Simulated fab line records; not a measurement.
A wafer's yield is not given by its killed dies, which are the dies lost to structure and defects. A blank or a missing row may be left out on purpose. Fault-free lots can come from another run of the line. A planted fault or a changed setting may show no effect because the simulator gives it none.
Which tool did it? / flow gf180mcu / 14 lots, 42 wafers sampled, at 4 steps of a route of 602

## WHAT THE GAUGES SHOWED, per wafer
GF_V5_THK_MEAS_25: measures by xrf. Usual: V5_W_THK 348 nm, standard deviation 6.3.
lot=L295; measured=day 27 06:47; on=film-metro-03; V5_W_THK (nm)=345 334 349; flag=
lot=L296; measured=day 27 16:10; on=film-metro-01; V5_W_THK (nm)=351 341 347; flag=
lot=L298; measured=day 28 10:16; on=film-metro-03; V5_W_THK (nm)=350 343 351; flag=
lot=L299; measured=day 28 14:44; on=film-metro-01; V5_W_THK (nm)=355 344 357; flag=
lot=L300; measured=day 28 23:22; on=film-metro-01; V5_W_THK (nm)=350 353 356; flag=
lot=L301; measured=day 29 01:21; on=film-metro-01; V5_W_THK (nm)=354 350 355; flag=
lot=L307; measured=day 30 22:29; on=film-metro-01; V5_W_THK (nm)=353 362 357; flag=
lot=L308; measured=day 31 04:14; on=film-metro-03; V5_W_THK (nm)=352 351 346; flag=
lot=L309; measured=day 31 07:55; on=film-metro-04; V5_W_THK (nm)=356 353 355; flag=
lot=L310; measured=day 31 13:10; on=film-metro-01; V5_W_THK (nm)=350 352 341; flag=
lot=L311; measured=day 31 23:29; on=film-metro-03; V5_W_THK (nm)=339 354 340; flag=
lot=L315; measured=day 32 22:14; on=film-metro-01; V5_W_THK (nm)=350 364 361; flag=
lot=L317; measured=day 33 09:25; on=film-metro-01; V5_W_THK (nm)=357 342 350; flag=
lot=L318; measured=day 33 13:31; on=film-metro-03; V5_W_THK (nm)=344 350 345; flag=

GF_TOP_METAL_RS_MEAS_05: the measuring method here is four-point-probe. Usual: TOP_METAL_ALCU_RS 0.0329 ohm/sq, standard deviation 0.00055.
lot=L295; measured=day 27 07:22; on=film-metro-02; TOP_METAL_ALCU_RS (ohm/sq)=0.0322 0.0317 0.0322; flag=
lot=L296; measured=day 27 16:45; on=film-metro-01; TOP_METAL_ALCU_RS (ohm/sq)=0.0328 0.0328 0.0331; flag=
lot=L298; measured=day 28 10:52; on=film-metro-03; TOP_METAL_ALCU_RS (ohm/sq)=0.0325 0.0322 0.0325; flag=
lot=L299; measured=day 28 15:19; on=film-metro-01; TOP_METAL_ALCU_RS (ohm/sq)=0.0327 0.0327 0.0325; flag=
lot=L300; measured=day 28 23:57; on=film-metro-03; TOP_METAL_ALCU_RS (ohm/sq)=0.0328 0.0330 0.0331; flag=
lot=L301; measured=day 29 01:56; on=film-metro-02; TOP_METAL_ALCU_RS (ohm/sq)=0.0328 0.0328 0.0327; flag=
lot=L307; measured=day 30 23:05; on=film-metro-03; TOP_METAL_ALCU_RS (ohm/sq)=0.0337 0.0330 0.0337; flag=
lot=L308; measured=day 31 04:58; on=film-metro-03; TOP_METAL_ALCU_RS (ohm/sq)=0.0326 0.0326 0.0322; flag=
lot=L309; measured=day 31 08:30; on=film-metro-02; TOP_METAL_ALCU_RS (ohm/sq)=0.0333 0.0330 0.0332; flag=
lot=L310; measured=day 31 13:44; on=film-metro-01; TOP_METAL_ALCU_RS (ohm/sq)=0.0328 0.0339 0.0328; flag=
lot=L311; measured=day 32 00:05; on=film-metro-03; TOP_METAL_ALCU_RS (ohm/sq)=0.0332 0.0332 0.0334; flag=
lot=L315; measured=day 32 22:50; on=film-metro-03; TOP_METAL_ALCU_RS (ohm/sq)=0.0320 0.0323 0.0325; flag=
lot=L317; measured=day 33 10:00; on=film-metro-02; TOP_METAL_ALCU_RS (ohm/sq)=0.0325 0.0326 0.0323; flag=
lot=L318; measured=day 33 14:12; on=film-metro-02; TOP_METAL_ALCU_RS (ohm/sq)=0.0328 0.0328 0.0328; flag=

## EACH LOT AND THE TOOL THAT RAN IT (in order: tool; ch and the chambers of the sampled wafers; start)
lot=L295; GF_STI_ETCH_13=rie-diel-03 ch 0,1,3, day 2 02:31; GF_TOP_METAL_SPUTTER_00=pvd-sputter-03, day 27 07:08
lot=L296; GF_STI_ETCH_13=rie-diel-02 ch 0,2,3, day 2 07:55; GF_TOP_METAL_SPUTTER_00=pvd-sputter-03, day 27 16:31
lot=L298; GF_STI_ETCH_13=rie-diel-03 ch 0,2,3, day 2 18:17; GF_TOP_METAL_SPUTTER_00=pvd-sputter-03, day 28 10:37
lot=L299; GF_STI_ETCH_13=rie-diel-01 ch 0,1,3, day 2 22:23; GF_TOP_METAL_SPUTTER_00=pvd-sputter-04, day 28 15:05
lot=L300; GF_STI_ETCH_13=rie-diel-01 ch 0,1,2, day 3 03:13; GF_TOP_METAL_SPUTTER_00=pvd-sputter-03, day 28 23:43
lot=L301; GF_STI_ETCH_13=rie-diel-01 ch 0,2,3, day 3 08:31; GF_TOP_METAL_SPUTTER_00=pvd-sputter-03, day 29 01:43
lot=L307; GF_STI_ETCH_13=rie-diel-01 ch 0,1,3, day 4 14:31; GF_TOP_METAL_SPUTTER_00=pvd-sputter-04, day 30 22:50
lot=L308; GF_STI_ETCH_13=rie-diel-03 ch 0,1,2, day 4 20:28; GF_TOP_METAL_SPUTTER_00=pvd-sputter-04, day 31 04:43
lot=L309; GF_STI_ETCH_13=rie-diel-03 ch 0,1,3, day 5 02:32; GF_TOP_METAL_SPUTTER_00=pvd-sputter-04, day 31 08:17
lot=L310; GF_STI_ETCH_13=rie-diel-03 ch 0,1, day 5 06:53; GF_TOP_METAL_SPUTTER_00=pvd-sputter-04, day 31 13:31
lot=L311; GF_STI_ETCH_13=rie-diel-02 ch 0,1,3, day 5 11:52; GF_TOP_METAL_SPUTTER_00=pvd-sputter-04, day 31 23:50
lot=L315; GF_STI_ETCH_13=rie-diel-03 ch 1,3, day 6 07:52; GF_TOP_METAL_SPUTTER_00=pvd-sputter-02, day 32 22:35
lot=L317; GF_STI_ETCH_13=rie-diel-03 ch 0,1,3, day 6 19:22; GF_TOP_METAL_SPUTTER_00=pvd-sputter-04, day 33 09:47
lot=L318; GF_STI_ETCH_13=rie-diel-01 ch 1,2,3, day 7 00:17; GF_TOP_METAL_SPUTTER_00=pvd-sputter-03, day 33 13:59
- GF_STI_ETCH_13: etches the open film in CHF3/O2, stops on Si, target depth 282.31 nm, time 112.9 s.
- GF_TOP_METAL_SPUTTER_00: material Ti, target thk 37.5 nm, time 150 s.

## AS READ BY THE TOOLS THEMSELVES (means over the sampled wafers that have a number; for cases with no such wafer, the mark the record gives instead)
GF_STI_ETCH_13. Usual: chf3-flow-sccm 50.01 sccm, standard deviation 0.16; drypump-motor-current-A 5.6 A, standard deviation 0.34; oes-product-au 0.802 a.u., standard deviation 0.0063; throttle-valve-pct 8.802 %, standard deviation 0.011.
lot=L295; tool=rie-diel-03; chf3-flow-sccm (sccm)=50.03; drypump-motor-current-A (A)=5.6; oes-product-au (a.u.)=0.803; throttle-valve-pct (%)=8.806; flag=
lot=L296; tool=rie-diel-02; chf3-flow-sccm (sccm)=50.08; drypump-motor-current-A (A)=5.8; oes-product-au (a.u.)=0.796; throttle-valve-pct (%)=8.797; flag=
lot=L298; tool=rie-diel-03; chf3-flow-sccm (sccm)=50.11; drypump-motor-current-A (A)=5.6; oes-product-au (a.u.)=0.803; throttle-valve-pct (%)=8.800; flag=
lot=L299; tool=rie-diel-01; chf3-flow-sccm (sccm)=50.04; drypump-motor-current-A (A)=5.9; oes-product-au (a.u.)=0.814; throttle-valve-pct (%)=8.816; flag=
lot=L300; tool=rie-diel-01; chf3-flow-sccm (sccm)=50.19; drypump-motor-current-A (A)=5.7; oes-product-au (a.u.)=0.797; throttle-valve-pct (%)=8.808; flag=
lot=L301; tool=rie-diel-01; chf3-flow-sccm (sccm)=50.11; drypump-motor-current-A (A)=5.8; oes-product-au (a.u.)=0.805; throttle-valve-pct (%)=8.796; flag=
lot=L307; tool=rie-diel-01; chf3-flow-sccm (sccm)=49.95; drypump-motor-current-A (A)=5.9; oes-product-au (a.u.)=0.804; throttle-valve-pct (%)=8.800; flag=
lot=L308; tool=rie-diel-03; chf3-flow-sccm (sccm)=50.08; drypump-motor-current-A (A)=5.4; oes-product-au (a.u.)=0.806; throttle-valve-pct (%)=8.792; flag=
lot=L309; tool=rie-diel-03; chf3-flow-sccm (sccm)=49.91; drypump-motor-current-A (A)=5.6; oes-product-au (a.u.)=0.802; throttle-valve-pct (%)=8.795; flag=
lot=L310; tool=rie-diel-03; chf3-flow-sccm (sccm)=49.95; drypump-motor-current-A (A)=5.6; oes-product-au (a.u.)=0.798; throttle-valve-pct (%)=8.802; flag=
lot=L311; tool=rie-diel-02; chf3-flow-sccm (sccm)=50.01; drypump-motor-current-A (A)=5.7; oes-product-au (a.u.)=0.805; throttle-valve-pct (%)=8.805; flag=
lot=L315; tool=rie-diel-03; chf3-flow-sccm (sccm)=50.01; drypump-motor-current-A (A)=5.7; oes-product-au (a.u.)=0.808; throttle-valve-pct (%)=8.806; flag=
lot=L317; tool=rie-diel-03; chf3-flow-sccm (sccm)=49.98; drypump-motor-current-A (A)=5.6; oes-product-au (a.u.)=0.807; throttle-valve-pct (%)=8.801; flag=
lot=L318; tool=rie-diel-01; chf3-flow-sccm (sccm)=50.09; drypump-motor-current-A (A)=5.5; oes-product-au (a.u.)=0.804; throttle-valve-pct (%)=8.808; flag=

GF_TOP_METAL_SPUTTER_00. Usual: throttle-valve-pct reads 30.2 % (standard deviation 1.6).
lot=L295; tool=pvd-sputter-03; throttle-valve-pct (%)=31.1; flag=
lot=L296; tool=pvd-sputter-03; throttle-valve-pct (%)=31.4; flag=
lot=L298; tool=pvd-sputter-03; throttle-valve-pct (%)=30.9; flag=
lot=L299; tool=pvd-sputter-04; throttle-valve-pct (%)=28.8; flag=
lot=L300; tool=pvd-sputter-03; throttle-valve-pct (%)=31.6; flag=
lot=L301; tool=pvd-sputter-03; throttle-valve-pct (%)=29.5; flag=
lot=L307; tool=pvd-sputter-04; throttle-valve-pct (%)=31.8; flag=
lot=L308; tool=pvd-sputter-04; throttle-valve-pct (%)=29.6; flag=
lot=L309; tool=pvd-sputter-04; throttle-valve-pct (%)=29.3; flag=
lot=L310; tool=pvd-sputter-04; throttle-valve-pct (%)=29.4; flag=
lot=L311; tool=pvd-sputter-04; throttle-valve-pct (%)=30.7; flag=
lot=L315; tool=pvd-sputter-02; throttle-valve-pct (%)=28.6; flag=
lot=L317; tool=pvd-sputter-04; throttle-valve-pct (%)=29.5; flag=
lot=L318; tool=pvd-sputter-03; throttle-valve-pct (%)=30.7; flag=

## THE ANSWER, worked out from the rows above alone
Rule: a lot counts as off when the mean over its wafers that have a number is more than 3 standard deviations away from the usual mean. Also off: a lot with no number at a reading for which 4 or more lots have one. All remaining lots with rows at the step are treated as sound. First the gauges in route order, then the tools' own readings, where a lot's mean is used as printed above. At the first step where some lot is off, the reading lying furthest off is the one used; lots without a number count as furthest.
No lot is off on any of the readings shown, so nothing can be concluded from this.

## WHAT THE SIMULATOR PUT IN
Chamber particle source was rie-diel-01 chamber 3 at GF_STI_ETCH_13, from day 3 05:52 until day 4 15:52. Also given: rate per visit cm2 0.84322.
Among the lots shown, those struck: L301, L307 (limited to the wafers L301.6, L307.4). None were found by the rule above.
